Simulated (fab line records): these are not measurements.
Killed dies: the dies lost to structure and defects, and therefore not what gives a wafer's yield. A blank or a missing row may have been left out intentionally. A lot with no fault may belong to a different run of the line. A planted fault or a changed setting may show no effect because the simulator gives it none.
The same fault as seen by 2 desks -- flow gf180mcu -- only its own numbers are on each desk; what lay behind them is given at the end

## FOR THE TOOL OWNER'S DESK: litho_track-02
The tool's own readings at GF_HV_LDD_COAT_14 (resist thk 1000 nm): means of the sampled wafers that have a number, for each lot that ran on this tool. A lot is out of limits, marked OUT, if its mean lies more than 4 standard deviations from the usual mean; the brackets give that distance.
Columns: A = exhaust_pa at GF_HV_LDD_COAT_14, usual 45.1 Pa; B = spin_speed_rpm at GF_HV_LDD_COAT_14, usual 3000.5 rpm
lot,first seen here,A,B
L867,day 10 19:50,45.2,2998.3
L872,day 12 16:55,45.1,2998.7
L873,day 12 23:13,45.4,3003.2
L876,day 13 18:47,44.6,3003.2
L877,day 13 23:55,44.2,3321.4 (+99 or more) OUT
L882,day 15 12:16,44.5,3320.1 (+99 or more) OUT
This desk's verdict: out of limits on L877, L882, starting with L877 at day 13 23:55 (spin_speed_rpm at GF_HV_LDD_COAT_14). L867, L872, L873, L876: within limits.

## FROM THE METROLOGY DESK
Means of the sampled wafers that have a number, per lot and without regard to the tool the lot ran on: this is what the gauges read. A lot is out of limits, marked OUT, if its mean lies more than 4 standard deviations from the usual mean; the brackets give that distance.
Columns: A = M3_ALCU_THK at GF_M3_THK_MEAS_06, usual 455 nm; B = V3_W_THK at GF_V3_THK_MEAS_25, usual 357 nm
lot,first seen here,A,B
L867,day 21 00:23,460,359
L870,day 22 04:58,461,360
L872,day 23 07:53,463,351
L873,day 23 13:40,451,349
L874,day 23 17:35,447,353
L876,day 24 12:44,453,362
L877,day 24 16:27,452,349
L878,day 24 23:07,459,350
L880,day 25 16:29,460,359
L882,day 26 06:44,448,362
L886,day 27 08:58,463,358
L887,day 27 14:12,459,363
This desk's verdict: no lot among the 12 shows anything out of limits.

## ALL TOGETHER
On L877, L882, at day 13 23:55, an alarm was possible from the tool owner's desk.
Metrology desk: nothing out of limits seen.
The metrology desk has L877, L882 on record, within its limits.
GF_HV_LDD_COAT_14 was run on litho_track-02 by each of the lots named.

## WHAT HAD BEEN PUT IN BY THE SIMULATOR
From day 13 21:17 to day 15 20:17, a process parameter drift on litho_track-02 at GF_HV_LDD_COAT_14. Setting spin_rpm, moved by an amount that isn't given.
Struck lots among those shown: L877, L882.
Hours from the fault's start to each desk's first reading out of limits: the tool owner's desk, 3.
